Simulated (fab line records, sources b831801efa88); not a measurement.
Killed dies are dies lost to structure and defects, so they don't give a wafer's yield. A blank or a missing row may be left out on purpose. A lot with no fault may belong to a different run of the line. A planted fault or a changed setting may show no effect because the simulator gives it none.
Which tool is to blame? | flow gf180mcu | 24 lots with 72 wafers sampled at 6 steps, on a route of 602 steps

WHAT THE GAUGES SHOWED, per wafer
GF_PSD_OVL_MEAS_08.
lot  | measured     | on         | PSD_OVL (nm)
L074 | day 14 03:31 | overlay-02 | -1.0 -0.7 -1.9
L075 | day 14 11:43 | overlay-02 | -1.5 -0.1 0.0
L076 | day 14 21:51 | overlay-02 | 0.4 0.7 -0.1
L077 | day 15 07:43 | overlay-01 | 3.2 3.9 3.5
L078 | day 15 16:06 | overlay-02 | -0.5 -1.5 0.4
L079 | day 16 00:27 | overlay-01 | 0.8 0.9 2.5
L080 | day 16 05:09 | overlay-01 | -0.8 -0.4 -0.1
L081 | day 16 20:09 | overlay-02 | -1.2 -1.5 -2.3
L082 | day 16 20:51 | overlay-02 | -2.5 -0.9 -1.2
L083 | day 17 10:15 | overlay-01 | 2.5 0.6 1.8
L084 | day 17 18:02 | overlay-02 | 0.4 -0.7 0.0
L085 | day 18 08:02 | overlay-01 | 0.3 2.5 0.7
L086 | day 18 11:51 | overlay-02 | 0.3 0.1 -0.3
L087 | day 18 19:00 | overlay-02 | 1.2 1.5 0.5
L088 | day 19 07:24 | overlay-02 | -1.9 -0.3 0.3
L089 | day 19 13:19 | overlay-02 | -0.6 1.3 -0.5
L090 | day 19 18:25 | overlay-02 | -2.8 -2.4 -2.2
L091 | day 20 04:44 | overlay-02 | 0.7 -0.1 0.0
L092 | day 20 11:32 | overlay-02 | -3.0 -3.1 -1.6
L093 | day 20 22:29 | overlay-01 | 0.8 0.9 0.7
L094 | day 21 08:50 | overlay-01 | -3.1 -3.1 -1.1
L095 | day 21 16:41 | overlay-02 | -1.0 -1.4 -2.0
L096 | day 21 20:40 | overlay-01 | 0.2 -1.9 -0.8
L097 | day 22 12:59 | overlay-01 | 1.2 2.1 1.2

GF_M2_CD_MEAS_14: target cd 280 nm.
lot  | measured     | on        | cd-nm (nm)
L074 | day 19 04:11 | cd-sem-01 | 277.6 277.0 278.2
L075 | day 19 13:18 | cd-sem-02 | 281.2 279.6 280.7
L076 | day 20 01:02 | cd-sem-02 | 281.8 281.5 281.3
L077 | day 20 11:49 | cd-sem-01 | 279.1 279.6 280.0
L078 | day 20 21:16 | cd-sem-01 | 278.4 279.1 278.8
L079 | day 21 07:10 | cd-sem-02 | 280.2 280.9 280.0
L080 | day 21 09:52 | cd-sem-01 | 280.6 280.5 280.2
L081 | day 22 03:53 | cd-sem-01 | 278.5 279.3 278.5
L082 | day 22 04:11 | cd-sem-02 | 281.8 280.9 281.9
L083 | day 22 19:34 | cd-sem-02 | 280.8 281.1 281.3
L084 | day 23 00:47 | cd-sem-02 | 279.4 280.4 279.5
L085 | day 23 14:48 | cd-sem-02 | 279.2 279.6 280.3
L086 | day 23 17:20 | cd-sem-02 | 280.0 279.5 280.4
L087 | day 23 23:13 | cd-sem-01 | 280.8 280.3 280.8
L088 | day 24 10:20 | cd-sem-01 | 280.6 279.8 279.3
L089 | day 24 14:53 | cd-sem-01 | 280.3 280.2 279.2
L090 | day 24 19:58 | cd-sem-01 | 279.3 280.5 280.1
L091 | day 25 05:28 | cd-sem-02 | 281.2 280.1 281.8
L092 | day 25 12:59 | cd-sem-01 | 279.8 280.5 279.7
L093 | day 25 21:47 | cd-sem-02 | 280.0 279.4 278.9
L094 | day 26 07:08 | cd-sem-01 | 280.0 279.6 279.6
L095 | day 26 12:32 | cd-sem-02 | 279.9 279.6 280.4
L096 | day 26 15:59 | cd-sem-02 | 280.4 280.7 281.9
L097 | day 27 06:47 | cd-sem-02 | 278.8 279.7 278.9

TOOL THAT RAN EACH LOT (tool first, then ch and the chambers of the sampled wafers, then the start)
lot  | GF_POLY_GATE_STRIP_14                | GF_SAB_CVD_00                   | GF_CONTACT_CVD_24             | GF_M1_SPUTTER_01
L074 | plasma-asher-02 ch 0,1, day 9 04:15  | pecvd-03 ch 0,1,2, day 14 04:13 | cvd-w-01 ch 0,1, day 16 00:26 | pvd-sputter-04, day 16 01:07
L075 | plasma-asher-02 ch 0,1, day 9 12:00  | pecvd-01 ch 1,2, day 14 12:25   | cvd-w-02 ch 0, day 16 08:51   | pvd-sputter-01, day 16 09:32
L076 | plasma-asher-01 ch 0,1, day 9 20:11  | pecvd-03 ch 0,2, day 14 22:40   | cvd-w-01 ch 1, day 16 20:28   | pvd-sputter-02, day 16 21:08
L077 | plasma-asher-01 ch 0,1, day 10 04:31 | pecvd-01 ch 0,2, day 15 08:25   | cvd-w-02 ch 0,1, day 17 06:35 | pvd-sputter-01, day 17 07:25
L078 | plasma-asher-02 ch 0,1, day 10 11:56 | pecvd-01 ch 0,1, day 15 16:49   | cvd-w-02 ch 0,1, day 17 16:31 | pvd-sputter-04, day 17 17:20
L079 | plasma-asher-01 ch 0,1, day 10 18:51 | pecvd-01 ch 1,2, day 16 01:10   | cvd-w-01 ch 0,1, day 18 01:30 | pvd-sputter-02, day 18 02:11
L080 | plasma-asher-01 ch 0,1, day 10 21:41 | pecvd-03 ch 0,2, day 16 05:56   | cvd-w-02 ch 0,1, day 18 05:41 | pvd-sputter-01, day 18 06:21
L081 | plasma-asher-02 ch 0,1, day 11 07:53 | pecvd-02 ch 0,1,2, day 16 20:52 | cvd-w-01 ch 0,1, day 18 22:49 | pvd-sputter-02, day 18 23:29
L082 | plasma-asher-02 ch 0, day 11 11:30   | pecvd-03 ch 0,1,2, day 16 21:35 | cvd-w-02 ch 1, day 18 23:26   | pvd-sputter-04, day 19 00:07
L083 | plasma-asher-02 ch 0,1, day 11 21:29 | pecvd-03 ch 1,2, day 17 10:58   | cvd-w-02 ch 0,1, day 19 14:42 | pvd-sputter-02, day 19 15:21
L084 | plasma-asher-01 ch 0,1, day 12 06:15 | pecvd-01 ch 0,1,2, day 17 18:46 | cvd-w-01 ch 0,1, day 19 21:12 | pvd-sputter-02, day 19 21:54
L085 | plasma-asher-02 ch 0, day 12 15:27   | pecvd-02 ch 1,2, day 18 08:46   | cvd-w-01 ch 0, day 20 12:21   | pvd-sputter-01, day 20 13:02
L086 | plasma-asher-02 ch 0,1, day 12 18:32 | pecvd-02 ch 0,1,2, day 18 12:37 | cvd-w-01 ch 0,1, day 20 16:07 | pvd-sputter-01, day 20 16:47
L087 | plasma-asher-01 ch 0,1, day 13 01:59 | pecvd-03 ch 0,1, day 18 19:43   | cvd-w-01 ch 0,1, day 20 22:20 | pvd-sputter-02, day 20 22:59
L088 | plasma-asher-02 ch 0,1, day 13 11:36 | pecvd-02 ch 0,1,2, day 19 08:07 | cvd-w-01 ch 0,1, day 21 10:18 | pvd-sputter-01, day 21 10:59
L089 | plasma-asher-03 ch 0,1, day 13 15:48 | pecvd-02 ch 0,1,2, day 19 14:01 | cvd-w-01 ch 0, day 21 15:22   | pvd-sputter-02, day 21 16:02
L090 | plasma-asher-02 ch 0,1, day 13 21:19 | pecvd-01 ch 0,1, day 19 19:09   | cvd-w-02 ch 0,1, day 21 21:11 | pvd-sputter-01, day 21 21:50
L091 | plasma-asher-01 ch 1, day 14 04:45   | pecvd-01 ch 0,1, day 20 05:28   | cvd-w-01 ch 0,1, day 22 07:40 | pvd-sputter-02, day 22 08:20
L092 | plasma-asher-01 ch 0,1, day 14 10:21 | pecvd-02 ch 1,2, day 20 12:16   | cvd-w-02 ch 0,1, day 22 15:19 | pvd-sputter-04, day 22 15:59
L093 | plasma-asher-03 ch 0,1, day 14 20:54 | pecvd-01 ch 0,1, day 20 23:13   | cvd-w-01 ch 1, day 23 00:16   | pvd-sputter-02, day 23 01:02
L094 | plasma-asher-03 ch 0,1, day 15 06:09 | pecvd-03 ch 1,2, day 21 09:34   | cvd-w-01 ch 0,1, day 23 10:38 | pvd-sputter-04, day 23 11:19
L095 | plasma-asher-03 ch 0,1, day 15 12:14 | pecvd-03 ch 0,1,2, day 21 17:25 | cvd-w-02 ch 0,1, day 23 16:51 | pvd-sputter-04, day 23 17:32
L096 | plasma-asher-02 ch 0,1, day 15 15:28 | pecvd-02 ch 0,1, day 21 21:22   | cvd-w-01 ch 0,1, day 23 21:20 | pvd-sputter-01, day 23 21:59
L097 | plasma-asher-01 ch 0,1, day 16 06:56 | pecvd-02 ch 0,1, day 22 13:43   | cvd-w-02 ch 0,1, day 24 12:19 | pvd-sputter-04, day 24 13:00
- GF_POLY_GATE_STRIP_14: strips in O2/N2.
- GF_SAB_CVD_00: deposits SiO2 from TEOS, target thk 50 nm, time 4.9302 s.
- GF_CONTACT_CVD_24: deposits W, target thk 300 nm, time 90.339 s.
- GF_M1_SPUTTER_01: material TiN, target thk 30 nm, time 25 s.

AS READ BY THE TOOLS THEMSELVES (means over the sampled wafers that have a number; for cases with no such wafer, the mark the record gives instead)
GF_POLY_GATE_STRIP_14.
lot  | tool            | drypump-motor-current-A (A) | heater-power-w (W) | o2-flow-sccm (sccm) | oes-product-au (a.u.)
L074 | plasma-asher-02 | 5.2                         | 324                | 3006                | 0.508
L075 | plasma-asher-02 | 5.2                         | 322                | 2998                | 0.509
L076 | plasma-asher-01 | 5.9                         | 333                | 3006                | 0.503
L077 | plasma-asher-01 | 5.9                         | 334                | 3008                | 0.501
L078 | plasma-asher-02 | 5.2                         | 326                | 3006                | 0.505
L079 | plasma-asher-01 | 5.9                         | 321                | 3004                | 0.503
L080 | plasma-asher-01 | 5.9                         | 330                | 3008                | 0.506
L081 | plasma-asher-02 | 5.2                         | 325                | 2990                | 0.505
L082 | plasma-asher-02 | 5.2                         | 338                | 2998                | 0.502
L083 | plasma-asher-02 | 5.2                         | 324                | 3006                | 0.502
L084 | plasma-asher-01 | 5.9                         | 319                | 3000                | 0.504
L085 | plasma-asher-02 | 5.2                         | 339                | 3001                | 0.502
L086 | plasma-asher-02 | 5.2                         | 312                | 2993                | 0.503
L087 | plasma-asher-01 | 5.9                         | 332                | 3006                | 0.504
L088 | plasma-asher-02 | 5.2                         | 326                | 3017                | 0.505
L089 | plasma-asher-03 | 5.8                         | 346                | 3001                | 0.510
L090 | plasma-asher-02 | 5.2                         | 317                | 3013                | 0.505
L091 | plasma-asher-01 | 6.0                         | 347                | 3006                | 0.505
L092 | plasma-asher-01 | 5.9                         | 337                | 2998                | 0.505
L093 | plasma-asher-03 | 6.2                         | 324                | 3000                | 0.504
L094 | plasma-asher-03 | 5.8                         | 347                | 2998                | 0.508
L095 | plasma-asher-03 | 6.1                         | 324                | 2996                | 0.507
L096 | plasma-asher-02 | 5.2                         | 315                | 2991                | 0.508
L097 | plasma-asher-01 | 5.9                         | 329                | 3006                | 0.505

GF_SAB_CVD_00.
lot  | tool     | heater-power-w (W)
L074 | pecvd-03 | 574
L075 | pecvd-01 | 826
L076 | pecvd-03 | 629
L077 | pecvd-01 | 722
L078 | pecvd-01 | 602
L079 | pecvd-01 | 699
L080 | pecvd-03 | 640
L081 | pecvd-02 | 596
L082 | pecvd-03 | 594
L083 | pecvd-03 | 614
L084 | pecvd-01 | 784
L085 | pecvd-02 | 570
L086 | pecvd-02 | 566
L087 | pecvd-03 | 609
L088 | pecvd-02 | 559
L089 | pecvd-02 | 587
L090 | pecvd-01 | 586
L091 | pecvd-01 | 665
L092 | pecvd-02 | 578
L093 | pecvd-01 | 674
L094 | pecvd-03 | 586
L095 | pecvd-03 | 624
L096 | pecvd-02 | 607
L097 | pecvd-02 | 577

GF_CONTACT_CVD_24.
lot  | tool     | heater-power-w (W)
L074 | cvd-w-01 | 863
L075 | cvd-w-02 | 971
L076 | cvd-w-01 | 992
L077 | cvd-w-02 | 867
L078 | cvd-w-02 | 860
L079 | cvd-w-01 | 819
L080 | cvd-w-02 | 909
L081 | cvd-w-01 | 791
L082 | cvd-w-02 | 808
L083 | cvd-w-02 | 902
L084 | cvd-w-01 | 825
L085 | cvd-w-01 | 761
L086 | cvd-w-01 | 816
L087 | cvd-w-01 | 837
L088 | cvd-w-01 | 812
L089 | cvd-w-01 | 757
L090 | cvd-w-02 | 906
L091 | cvd-w-01 | 830
L092 | cvd-w-02 | 933
L093 | cvd-w-01 | 873
L094 | cvd-w-01 | 826
L095 | cvd-w-02 | 879
L096 | cvd-w-01 | 828
L097 | cvd-w-02 | 931

GF_M1_SPUTTER_01.
lot  | tool           | throttle-valve-pct (%)
L074 | pvd-sputter-04 | 30.2
L075 | pvd-sputter-01 | 30.7
L076 | pvd-sputter-02 | 30.1
L077 | pvd-sputter-01 | 30.5
L078 | pvd-sputter-04 | 29.6
L079 | pvd-sputter-02 | 30.2
L080 | pvd-sputter-01 | 30.5
L081 | pvd-sputter-02 | 29.9
L082 | pvd-sputter-04 | 29.6
L083 | pvd-sputter-02 | 29.8
L084 | pvd-sputter-02 | 29.8
L085 | pvd-sputter-01 | 31.0
L086 | pvd-sputter-01 | 30.5
L087 | pvd-sputter-02 | 29.9
L088 | pvd-sputter-01 | 30.0
L089 | pvd-sputter-02 | 29.7
L090 | pvd-sputter-01 | 30.5
L091 | pvd-sputter-02 | 29.8
L092 | pvd-sputter-04 | 29.6
L093 | pvd-sputter-02 | 29.7
L094 | pvd-sputter-04 | 29.2
L095 | pvd-sputter-04 | 29.2
L096 | pvd-sputter-01 | 30.2
L097 | pvd-sputter-04 | 30.2

THE ANSWER, worked out from the rows above alone
Rule: what is usual is taken from the lots themselves. The widest of any qualifying gaps counts: lots, ordered by their means at a reading, are off when they make up no more than a third of the lots, leave a main group of 4 or more, and stand apart from it by 3 or more times the standard deviation of that group's means. A main group is skipped when, at the precision printed for the reading in the tables above, its means are all equal. Also off: a lot with no number at a reading for which 4 or more lots have one. Any other lot the step has rows for is counted as sound. After the gauges, taken in route order, come the tools' own readings; for these a lot's mean is taken, as printed above. The first step at which some lot is off is used, and at that step the reading that is off furthest; a lot without a number counts as furthest.
Nothing can be told from this: no lot is off at any reading shown.

WHAT THE SIMULATOR HAD PUT IN
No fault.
